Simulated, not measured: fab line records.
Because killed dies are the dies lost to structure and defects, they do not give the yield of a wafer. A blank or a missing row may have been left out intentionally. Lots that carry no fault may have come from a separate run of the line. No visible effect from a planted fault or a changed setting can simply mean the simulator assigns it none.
Which tool was responsible?    flow sky130    24 lots, 72 wafers sampled, at 5 steps of a route of 708

WHAT THE GAUGES SHOWED, per wafer
SKY_FIELD_ISO_THK_MEAS_23.
lot   measured     on            FIELD_ISO_OXIDATION_01_THK (nm)
L074  day 2 05:48  filmMetro-04  10.24 10.07 9.98
L075  day 2 11:42  filmMetro-04  10.37 10.15 10.11
L076  day 2 16:40  filmMetro-03  10.58 10.52 10.45
L077  day 3 01:11  filmMetro-03  10.08 10.03 10.15
L078  day 3 07:18  filmMetro-02  9.84 9.76 9.74
L079  day 3 11:07  filmMetro-02  9.87 9.91 9.92
L080  day 3 15:45  filmMetro-04  9.66 9.61 9.66
L081  day 3 22:31  filmMetro-04  10.09 10.19 10.10
L082  day 4 01:30  filmMetro-04  9.95 10.01 9.88
L083  day 4 06:51  filmMetro-02  9.94 10.01 10.02
L084  day 4 13:46  filmMetro-04  10.07 9.99 10.04
L085  day 4 17:25  filmMetro-04  10.06 9.97 9.90
L086  day 4 21:49  filmMetro-02  9.70 9.79 9.75
L087  day 5 05:17  filmMetro-02  9.89 9.92 9.94
L088  day 5 10:11  filmMetro-03  10.16 9.99 10.24
L089  day 5 13:13  filmMetro-03  10.29 10.39 10.23
L090  day 5 20:44  filmMetro-02  9.73 9.73 9.80
L091  day 5 23:10  filmMetro-02  9.84 10.01 9.97
L092  day 6 07:24  filmMetro-03  10.03 9.75 9.75
L093  day 6 11:20  filmMetro-03  9.98 9.83 9.94
L094  day 6 16:19  filmMetro-04  9.89 9.63 9.94
L095  day 6 19:47  filmMetro-02  10.17 10.10 10.28
L096  day 7 03:49  filmMetro-02  10.03 10.08 9.96
L097  day 7 08:49  filmMetro-04  10.01 10.13 10.06

SKY_RES_XHIGH_TW_MEAS_09.
lot   measured      on            RES_XHIGH_TW
L074  day 26 11:20  filmMetro-01  1612 1609 1603
L075  day 26 14:08  filmMetro-03  1652 1644 1656
L076  day 26 19:54  filmMetro-03  1658 1650 1649
L077  day 29 01:43  filmMetro-03  1643 1644 1640
L078  day 29 02:37  filmMetro-04  1630 1625 1624
L079  day 28 22:59  filmMetro-01  1620 1618 1612
L080  day 29 05:10  filmMetro-04  1630 1634 1630
L081  day 29 04:14  filmMetro-03  1653 1643 1642
L082  day 29 14:28  filmMetro-04  1631 1624 1630
L083  day 31 00:56  filmMetro-01  1626 1625 1625
L084  day 31 01:50  filmMetro-01  1622 1621 1620
L085  day 31 05:43  filmMetro-03  1643 1638 1645
L086  day 31 04:00  filmMetro-03  1630 1637 1637
L087  day 31 06:49  filmMetro-04  1622 1635 1628
L088  day 31 12:58  filmMetro-04  1623 1635 1630
L089  day 31 12:40  filmMetro-04  1635 1629 1631
L090  day 32 00:01  filmMetro-03  1652 1641 1648
L091  day 32 03:07  filmMetro-03  1650 1656 1653
L092  day 32 14:01  filmMetro-01  1620 1626 1621
L093  day 33 04:58  filmMetro-03  1651 1644 1641
L094  day 33 00:53  filmMetro-03  1635 1639 1636
L095  day 33 06:40  filmMetro-03  1634 1650 1642
L096  day 33 21:53  filmMetro-03  1633 1633 1633
L097  day 33 23:04  filmMetro-01  1639 1631 1630

SKY_LOCAL_INTERCONNECT_RS_MEAS_01: measures by four-point-probe.
lot   measured      on            LOCAL_INTERCONNECT_TIN_RS (ohm/sq)
L074  day 29 00:41  filmMetro-03  13.89 14.10 13.90
L075  day 29 04:23  filmMetro-02  14.00 13.85 14.06
L076  day 29 08:38  filmMetro-03  14.03 14.05 13.98
L077  day 31 13:25  filmMetro-03  14.38 14.13 14.25
L078  day 31 14:02  filmMetro-02  14.10 13.88 13.98
L079  day 31 10:44  filmMetro-02  14.22 14.33 14.29
L080  day 31 16:44  filmMetro-02  13.88 14.03 13.96
L081  day 31 15:21  filmMetro-02  14.06 14.03 14.03
L082  day 31 23:56  filmMetro-01  13.86 14.08 14.09
L083  day 33 08:49  filmMetro-02  14.17 14.11 14.21
L084  day 33 10:13  filmMetro-02  14.41 14.16 14.46
L085  day 33 14:28  filmMetro-03  14.34 14.04 14.40
L086  day 33 12:32  filmMetro-01  14.22 14.14 14.16
L087  day 33 15:18  filmMetro-03  14.03 14.03 14.09
L088  day 33 22:38  filmMetro-03  14.33 14.16 14.22
L089  day 33 21:59  filmMetro-02  13.99 14.33 13.94
L090  day 34 08:19  filmMetro-03  14.20 14.18 14.28
L091  day 34 12:44  filmMetro-03  14.25 14.26 14.39
L092  day 34 21:40  filmMetro-03  14.15 14.28 14.30
L093  day 35 13:40  filmMetro-02  13.99 13.91 14.10
L094  day 35 09:59  filmMetro-02  14.29 14.29 14.17
L095  day 35 14:56  filmMetro-01  14.02 14.24 14.08
L096  day 36 06:16  filmMetro-01  14.09 14.05 14.22
L097  day 36 07:02  filmMetro-03  13.83 13.72 14.10

SKY_LOCAL_INTERCONNECT_THK_MEAS_02: measures by xrf.
lot   measured      on            LOCAL_INTERCONNECT_TIN_THK (nm)
L074  day 29 00:48  filmMetro-03  101.6 100.5 101.3
L075  day 29 04:29  filmMetro-02  99.5 100.1 98.6
L076  day 29 08:44  filmMetro-03  101.2 101.1 101.0
L077  day 31 13:31  filmMetro-03  99.7 100.3 100.2
L078  day 31 14:10  filmMetro-02  99.4 100.6 100.2
L079  day 31 10:51  filmMetro-02  98.7 97.8 98.6
L080  day 31 16:50  filmMetro-02  100.1 99.8 100.4
L081  day 31 15:27  filmMetro-02  99.6 100.2 99.9
L082  day 32 00:02  filmMetro-01  100.3 99.2 99.6
L083  day 33 08:54  filmMetro-02  100.1 100.7 99.8
L084  day 33 10:19  filmMetro-02  98.8 100.3 98.2
L085  day 33 14:35  filmMetro-03  99.1 101.1 99.2
L086  day 33 12:38  filmMetro-01  98.4 98.9 98.6
L087  day 33 15:25  filmMetro-03  101.8 101.4 101.2
L088  day 33 22:44  filmMetro-03  99.3 100.4 99.9
L089  day 33 22:06  filmMetro-02  100.7 99.0 102.0
L090  day 34 08:26  filmMetro-03  100.3 100.1 99.6
L091  day 34 12:51  filmMetro-03  99.9 99.8 99.2
L092  day 34 21:47  filmMetro-03  100.8 99.7 100.1
L093  day 35 13:47  filmMetro-02  101.2 101.5 99.8
L094  day 35 10:05  filmMetro-02  99.0 98.8 99.7
L095  day 35 15:04  filmMetro-01  99.4 97.5 98.8
L096  day 36 06:23  filmMetro-01  99.5 99.3 98.4
L097  day 36 07:09  filmMetro-03  102.3 103.9 101.4

EACH LOT AND THE TOOL THAT RAN IT (in order: tool; ch and the chambers of the sampled wafers; start)
lot   SKY_RES_XHIGH_STRIP_08
L074  plasmaAsher-04 ch 0,1, day 26 11:14
L075  plasmaAsher-02 ch 0,1, day 26 14:02
L076  plasmaAsher-02 ch 0,1, day 26 19:49
L077  plasmaAsher-02 ch 0,1, day 29 01:37
L078  plasmaAsher-01 ch 0,1, day 29 02:31
L079  plasmaAsher-01 ch 0,1, day 28 22:53
L080  plasmaAsher-01 ch 0,1, day 29 05:04
L081  plasmaAsher-04 ch 0,1, day 29 04:08
L082  plasmaAsher-02 ch 0,1, day 29 14:22
L083  plasmaAsher-01 ch 0,1, day 31 00:50
L084  plasmaAsher-01 ch 0,1, day 31 01:44
L085  plasmaAsher-04 ch 0,1, day 31 05:37
L086  plasmaAsher-04 ch 0,1, day 31 03:55
L087  plasmaAsher-02 ch 1, day 31 06:43
L088  plasmaAsher-02 ch 0,1, day 31 12:52
L089  plasmaAsher-04 ch 0,1, day 31 12:34
L090  plasmaAsher-02 ch 0,1, day 31 23:55
L091  plasmaAsher-04 ch 0,1, day 32 03:01
L092  plasmaAsher-02 ch 0,1, day 32 13:55
L093  plasmaAsher-04 ch 0,1, day 33 04:52
L094  plasmaAsher-04 ch 0,1, day 33 00:47
L095  plasmaAsher-04 ch 0,1, day 33 06:34
L096  plasmaAsher-02 ch 0,1, day 33 21:47
L097  plasmaAsher-02 ch 0,1, day 33 22:58
- SKY_RES_XHIGH_STRIP_08: strips in O2/N2.

AS READ BY THE TOOLS THEMSELVES (means over the sampled wafers that have a number; for cases with no such wafer, the mark the record gives instead)
SKY_RES_XHIGH_STRIP_08.
lot   tool            drypumpMotorCurrentA (A)  o2FlowSccm (sccm)  oesProductAu (a.u.)  stripTimeToEndpointS (s)
L074  plasmaAsher-04  5.9                       3005               0.710                14.27
L075  plasmaAsher-02  5.2                       2990               0.711                14.30
L076  plasmaAsher-02  5.2                       2999               0.709                14.31
L077  plasmaAsher-02  5.3                       3001               0.714                14.30
L078  plasmaAsher-01  5.8                       3005               0.714                14.32
L079  plasmaAsher-01  5.6                       2998               0.709                14.32
L080  plasmaAsher-01  5.7                       3012               0.715                14.28
L081  plasmaAsher-04  5.9                       3001               0.714                14.28
L082  plasmaAsher-02  5.2                       2994               0.716                14.28
L083  plasmaAsher-01  5.7                       3005               0.714                14.27
L084  plasmaAsher-01  5.8                       2996               0.719                14.26
L085  plasmaAsher-04  5.9                       3002               0.712                14.26
L086  plasmaAsher-04  5.8                       2995               0.709                14.33
L087  plasmaAsher-02  5.5                       2989               0.710                14.27
L088  plasmaAsher-02  5.2                       3003               0.706                14.26
L089  plasmaAsher-04  5.9                       2999               0.712                14.26
L090  plasmaAsher-02  5.3                       3000               0.709                14.25
L091  plasmaAsher-04  5.9                       2997               0.709                14.33
L092  plasmaAsher-02  5.3                       3001               0.708                14.29
L093  plasmaAsher-04  5.5                       3000               0.712                14.28
L094  plasmaAsher-04  5.5                       2987               0.710                14.27
L095  plasmaAsher-04  5.9                       2999               0.715                14.24
L096  plasmaAsher-02  5.3                       3002               0.709                14.31
L097  plasmaAsher-02  5.2                       3007               0.714                14.26

THE ANSWER, worked out from the rows above alone
Rule: usual is defined by the lots themselves. Put in order of their means at a reading, lots are off if they are a third of the lots or fewer, leave a main group of 4 or more, and stand apart from it by a gap of 3 or more times the standard deviation of the main group's means; of several such gaps the widest counts. A main group is skipped when, at the precision printed for the reading in the tables above, its means are all equal. Also off: a lot with no number at a reading for which 4 or more lots have one. All remaining lots with rows at the step are treated as sound. The gauges are gone through in route order, then the tools' own readings, and for those a lot's mean is taken as printed above. At the first step where some lot is off, the reading lying furthest off is the one used; lots without a number count as furthest.
Across all readings shown, no lot is off: no conclusion can be drawn from this.

WHAT HAD BEEN PUT IN BY THE SIMULATOR
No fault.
